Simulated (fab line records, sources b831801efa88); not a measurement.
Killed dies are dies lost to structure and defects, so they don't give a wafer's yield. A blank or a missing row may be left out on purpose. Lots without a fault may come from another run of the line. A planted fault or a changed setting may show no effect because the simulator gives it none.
fab line records | flow gf180mcu
record lots=13 wafers=39 last_day=34
route steps=602 shown HV_LDD@184
lots that met no fault: from a run of the same line without faults
start_h: hours from the record's first day to the start of the lot's first wafer shown | wait_h: hours since the lot's step before | " the same as in the row above | L1.1+2: a row that stands for several wafers | - no value, or no start given | * or withheld: withheld | < > ~ a bound
route shown NAME@n: a module of which the file shows steps, and the number in the route of the first | usual: mean/standard deviation of fault-free wafers | same: alike in all rows | chamber/n: place in a boat | sites: the reading at each site | _std_site: their standard deviation | _edge_site: outer sites' mean less inner sites' | radius_mm: how far each site lies from the wafer's centre | mask NAME#n: copy n | behind: the tool/chamber that last shaped the wafer | hold: why the lot was held/for how many hours/how that ended | device: the transistor (n, p or np) that didn't switch | end of line: the same wafers' tests at the end of the route | a step without rows: its recipe alone | killed: dies lost to structure and defects at the first sort, not the wafer's yield | map: a wafer's dies, x killed, . not, _ none there
set.NAME: the setting as run; set.NAME@STEP: as run at that earlier step | model.NAME: the simulator's own value behind a step, which no gauge read
steps of the route over a sample of lots; a table a step, a row a wafer
services: from which hour (start_h, from the record's first day; less than 0 if before it) a tool's chamber was out of use, for how many hours, and why
## steps
# step GF_HV_LDD_OVL_MEAS_08
# usual HV_LDD_OVL=-0.1/1.5
# columns lot.wafer tool chamber start_h wait_h HV_LDD_OVL[nm]
L609.3 overlay-01 - 220.75 0.1 -1.7
L609.5 " - " " -2.4
L609.6 " - " " -1.4
L612.1 overlay-02 - 244.56 0.1 1.9
L612.3 " - " " 1.2
L612.6 " - " " 2.0
L614.1 overlay-02 - 261.20 0.1 -0.6
L614.2 " - " " 1.1
L614.3 " - " " 0.1
L615.1 overlay-01 - 270.70 0.1 1.7
L615.4 " - " " 0.9
L615.6 " - " " 1.3
L617.1 overlay-01 - 279.19 0.1 0.8
L617.5 " - " " -1.2
L617.6 " - " " 0.7
L616.2 overlay-01 - 282.24 0.1 0.0
L616.5 " - " " 1.0
L616.6 " - " " 0.1
L618.1 overlay-01 - 297.39 0.1 -1.2
L618.5 " - " " -0.6
L618.6 " - " " -0.7
L624.2 overlay-01 - 337.46 0.1 0.7
L624.3 " - " " -0.3
L624.5 " - " " -0.4
L626.2 overlay-01 - 352.24 0.1 -0.5
L626.3 " - " " -1.1
L626.6 " - " " 0.2
L628.1 overlay-02 - 370.76 0.1 2.2
L628.4 " - " " 3.2
L628.5 " - " " 2.8
L629.1 overlay-01 - 371.66 0.1 3.2
L629.4 " - " " 2.2
L629.6 " - " " 2.6
L630.2 overlay-02 - 378.56 0.1 -1.8
L630.4 " - " " -0.9
L630.5 " - " " -1.2
L631.2 overlay-02 - 386.76 0.1 -1.9
L631.4 " - " " -1.5
L631.5 " - " " 0.7
# step GF_HV_LDD_CD_MEAS_19
# recipe target_cd_nm=400
# usual cd_nm=399.8/2.1
# columns lot.wafer tool chamber start_h wait_h cd_nm
L609.3 cd_sem-02 - 239.63 0.1 399.2
L609.5 " - " " 399.4
L609.6 " - " " 398.9
L612.1 cd_sem-01 - 263.62 0.1 395.9
L612.3 " - " " 396.8
L612.6 " - " " 396.7
L614.1 cd_sem-02 - 280.63 0.1 401.0
L614.2 " - " " 401.5
L614.3 " - " " 401.9
L615.1 cd_sem-01 - 290.23 0.1 399.6
L615.4 " - " " 400.6
L615.6 " - " " 397.7
L617.1 cd_sem-01 - 298.33 0.2 397.5
L617.5 " - " " 398.6
L617.6 " - " " 399.5
L616.2 cd_sem-01 - 301.60 0.1 401.8
L616.5 " - " " 397.6
L616.6 " - " " 400.8
L618.1 cd_sem-02 - 317.93 0.1 397.6
L618.5 " - " " 397.5
L618.6 " - " " 398.9
L624.2 cd_sem-02 - 359.55 0.1 400.1
L624.3 " - " " 401.2
L624.5 " - " " 402.8
L626.2 cd_sem-01 - 373.71 0.1 398.0
L626.3 " - " " 398.2
L626.6 " - " " 399.2
L628.1 cd_sem-02 - 393.28 0.1 402.0
L628.4 " - " " 403.1
L628.5 " - " " 400.2
L629.1 cd_sem-01 - 393.84 0.1 397.6
L629.4 " - " " 394.1
L629.6 " - " " 395.1
L630.2 cd_sem-01 - 401.46 0.1 398.3
L630.4 " - " " 402.0
L630.5 " - " " 400.0
L631.2 cd_sem-01 - 410.45 0.1 398.4
L631.4 " - " " 399.4
L631.5 " - " " 399.0
# step GF_HV_LDD_OVL_MEAS_20
# usual HV_LDD_01_OVL=-0.3/1.3
# columns lot.wafer tool chamber start_h wait_h HV_LDD_01_OVL[nm]
L609.3 overlay-02 - 239.72 0.1 0.1
L609.5 " - " " 0.8
L609.6 " - " " 1.3
L612.1 overlay-01 - 263.74 0.1 0.1
L612.3 " - " " 1.0
L612.6 " - " " 2.4
L614.1 overlay-02 - 280.75 0.1 -0.9
L614.2 " - " " -1.2
L614.3 " - " " -1.2
L615.1 overlay-02 - 290.35 0.1 -0.1
L615.4 " - " " 0.2
L615.6 " - " " -0.2
L617.1 overlay-02 - 298.45 0.1 1.8
L617.5 " - " " -0.3
L617.6 " - " " 1.0
L616.2 overlay-02 - 301.71 0.1 1.3
L616.5 " - " " 0.1
L616.6 " - " " -0.7
L618.1 overlay-01 - 318.05 0.1 -1.8
L618.5 " - " " -2.1
L618.6 " - " " -1.9
L624.2 overlay-02 - 359.66 0.1 0.6
L624.3 " - " " -0.1
L624.5 " - " " 0.6
L626.2 overlay-01 - 373.81 0.1 -0.5
L626.3 " - " " 1.5
L626.6 " - " " -0.3
L628.1 overlay-02 - 393.40 0.1 0.9
L628.4 " - " " 1.0
L628.5 " - " " 1.0
L629.1 overlay-02 - 393.96 0.1 0.0
L629.4 " - " " -0.3
L629.6 " - " " -0.3
L630.2 overlay-02 - 401.56 0.1 3.8
L630.4 " - " " 2.0
L630.5 " - " " 2.7
L631.2 overlay-01 - 410.56 0.1 -3.4
L631.4 " - " " -1.9
L631.5 " - " " -2.2
# step GF_HV_LDD_IMPLANT_35
# recipe species=P energy_kev=60 dose_cm2=7.5e+12 tilt_deg=30 rotation_deg=180
# usual dose_ions_cm2=7.502e+12/9.4e+09 faraday_current_uA=42.3/0.8 tilt_deg=30.003/0.017
# columns lot.wafer tool chamber start_h wait_h dose_ions_cm2 faraday_current_uA tilt_deg
L609.3 implanter-02 0 258.34 0.1 7.507e+12 42.2 29.988
L609.5 " 0 " " 7.509e+12 42.0 29.996
L609.6 " 0 " " 7.506e+12 44.1 30.005
L612.1 implanter-04 0 283.49 0.1 7.521e+12 41.1 29.987
L612.3 " 0 " " 7.508e+12 41.9 29.971
L612.6 " 0 " " 7.501e+12 42.5 29.985
L614.1 implanter-02 0 299.84 0.1 7.508e+12 42.6 29.992
L614.2 " 0 " " 7.499e+12 41.8 29.989
L614.3 " 0 " " 7.498e+12 41.6 29.974
L615.1 implanter-02 0 310.17 0.1 7.502e+12 42.3 30.010
L615.4 " 0 " " 7.486e+12 41.9 30.006
L615.6 " 0 " " 7.495e+12 42.8 30.008
L617.1 implanter-03 0 319.69 0.1 7.483e+12 42.6 30.018
L617.5 " 0 " " 7.499e+12 42.5 30.041
L617.6 " 0 " " 7.506e+12 43.3 30.006
L616.2 implanter-02 0 323.15 0.1 1.3637e+13 80.5 30.026
L616.5 " 0 " " 1.3641e+13 75.5 30.006
L616.6 " 0 " " 1.3641e+13 77.3 30.015
L618.1 implanter-02 0 339.17 0.1 1.3629e+13 79.3 29.991
L618.5 " 0 " " 1.3637e+13 78.4 29.996
L618.6 " 0 " " 1.3621e+13 78.0 30.014
L624.2 implanter-03 0 382.95 0.1 7.482e+12 42.7 30.035
L624.3 " 0 " " 7.487e+12 42.9 30.015
L624.5 " 0 " " 7.486e+12 42.7 30.036
L626.2 implanter-02 0 397.77 0.1 7.515e+12 42.4 29.999
L626.3 " 0 " " 7.498e+12 40.4 29.990
L626.6 " 0 " " 7.515e+12 41.3 30.006
L628.1 implanter-02 0 417.01 0.1 7.488e+12 42.5 30.014
L628.4 " 0 " " 7.493e+12 41.4 30.006
L628.5 " 0 " " 7.502e+12 42.5 30.031
L629.1 implanter-03 0 417.69 0.1 7.511e+12 42.7 29.993
L629.4 " 0 " " 7.501e+12 42.4 30.035
L629.6 " 0 " " 7.513e+12 43.1 29.998
L630.2 implanter-02 0 425.01 0.1 7.513e+12 41.9 29.970
L630.4 " 0 " " 7.501e+12 41.7 29.993
L630.5 " 0 " " 7.506e+12 41.4 29.966
L631.2 implanter-02 0 434.71 0.1 7.502e+12 41.3 29.995
L631.4 " 0 " " 7.51e+12 42.2 30.006
L631.5 " 0 " " 7.515e+12 41.9 30.020
# step GF_HV_LDD_TW_MEAS_38
# usual HV_LDD_3_TW=1429/14
# columns lot.wafer tool chamber start_h wait_h HV_LDD_3_TW
L609.3 film_metro-04 - 258.71 0.1 1432
L609.5 " - " " 1438
L609.6 " - " " 1434
L612.1 film_metro-04 - 283.89 0.1 1424
L612.3 " - " " 1429
L612.6 " - " " 1426
L614.1 film_metro-04 - 300.24 0.1 1421
L614.2 " - " " 1424
L614.3 " - " " 1425
L615.1 film_metro-03 - 310.57 0.1 1462
L615.4 " - " " 1466
L615.6 " - " " 1465
L617.1 film_metro-01 - 320.09 0.1 1412
L617.5 " - " " 1414
L617.6 " - " " 1416
L616.2 film_metro-01 - 323.53 0.1 1502
L616.5 " - " " 1507
L616.6 " - " " 1511
L618.1 film_metro-01 - 339.57 0.1 1510
L618.5 " - " " 1504
L618.6 " - " " 1509
L624.2 film_metro-04 - 384.10 0.1 1430
L624.3 " - " " 1426
L624.5 " - " " 1429
L626.2 film_metro-04 - 398.15 0.1 1432
L626.3 " - " " 1429
L626.6 " - " " 1429
L628.1 film_metro-04 - 417.41 0.1 1424
L628.4 " - " " 1427
L628.5 " - " " 1423
L629.1 film_metro-01 - 418.09 0.1 1424
L629.4 " - " " 1421
L629.6 " - " " 1426
L630.2 film_metro-04 - 425.40 0.1 1421
L630.4 " - " " 1424
L630.5 " - " " 1421
L631.2 film_metro-01 - 435.10 0.1 1425
L631.4 " - " " 1425
L631.5 " - " " 1423
# step GF_HV_LDD_RS_MEAS_53
# recipe thk_meas_gauge=four-point-probe
# usual HV_LDD_RS=418.7/0.93
# columns lot.wafer tool chamber start_h wait_h HV_LDD_RS[ohm/sq]
L609.3 film_metro-04 - 277.91 0.1 419.9
L609.5 " - " " 421.3
L609.6 " - " " 419.0
L612.1 film_metro-01 - 303.15 0.1 418.8
L612.3 " - " " 419.2
L612.6 " - " " 418.6
L614.1 film_metro-04 - 321.62 0.1 419.2
L614.2 " - " " 418.6
L614.3 " - " " 417.7
L615.1 film_metro-01 - 331.75 0.1 417.2
L615.4 " - " " 418.6
L615.6 " - " " 418.4
L617.1 film_metro-04 - 341.42 0.1 418.4
L617.5 " - " " 418.6
L617.6 " - " " 418.7
L616.2 film_metro-01 - 344.49 0.1 402.2
L616.5 " - " " 403.0
L616.6 " - " " 402.9
L618.1 film_metro-01 - 361.95 0.1 402.3
L618.5 " - " " 402.5
L618.6 " - " " 401.9
L624.2 film_metro-04 - 407.77 0.1 419.4
L624.3 " - " " 419.2
L624.5 " - " " 419.0
L626.2 film_metro-04 - 422.07 0.1 419.2
L626.3 " - " " 419.2
L626.6 " - " " 418.4
L628.1 film_metro-01 - 441.65 0.1 418.6
L628.4 " - " " 418.1
L628.5 " - " " 418.1
L629.1 film_metro-01 - 443.20 0.1 418.7
L629.4 " - " " 418.1
L629.6 " - " " 418.2
L630.2 film_metro-03 - 449.49 0.1 418.8
L630.4 " - " " 418.3
L630.5 " - " " 418.4
L631.2 film_metro-01 - 459.59 0.1 417.8
L631.4 " - " " 417.9
L631.5 " - " " 419.2
## services
# columns tool chamber start_h hours kind
implanter-03 - 286.12 4.0 pm
implanter-04 - 291.86 8.2 repair
implanter-03 - 343.56 2.2 repair
## key
first_sign step=GF_HV_LDD_IMPLANT_35 reading=dose_ions_cm2 direction=up sigmas=99+ usual=7.502e+12 struck=1.3635e+13
effect step=GF_HV_LDD_IMPLANT_35 reading=faraday_current_uA direction=up sigmas=45 usual=42.3 struck=78.2
effect step=GF_HV_LDD_TW_MEAS_38 reading=HV_LDD_3_TW direction=up sigmas=5.7 usual=1429 struck=1507
effect step=GF_HV_LDD_RS_MEAS_53 reading=HV_LDD_RS direction=down sigmas=17 usual=418.7 struck=402.5
met_at GF_HV_LDD_IMPLANT_35
struck_lots L616,L618
tester_left_out L616,L618
not_acting_at GF_HV_LDD_OVL_MEAS_08,GF_HV_LDD_CD_MEAS_19,GF_HV_LDD_OVL_MEAS_20
onset_between 310.17 323.15
fault kind=process_parameter_drift tool=implanter-02 chamber=- onset_h=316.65 steps=GF_HV_LDD_IMPLANT_35 channel=dose_cm2 offset=6.1383e+12 shape=step end_h=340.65 acts_in=these_recipes_only stated=7.5e+12
# tester_left_out: of these lots the tester's yield and bins aren't shown, on N5 and GAA mostly nor the transistor test; their killed dies are dies lost to structure and defects alone, not to doping, threshold or leakage, so they don't give the yield
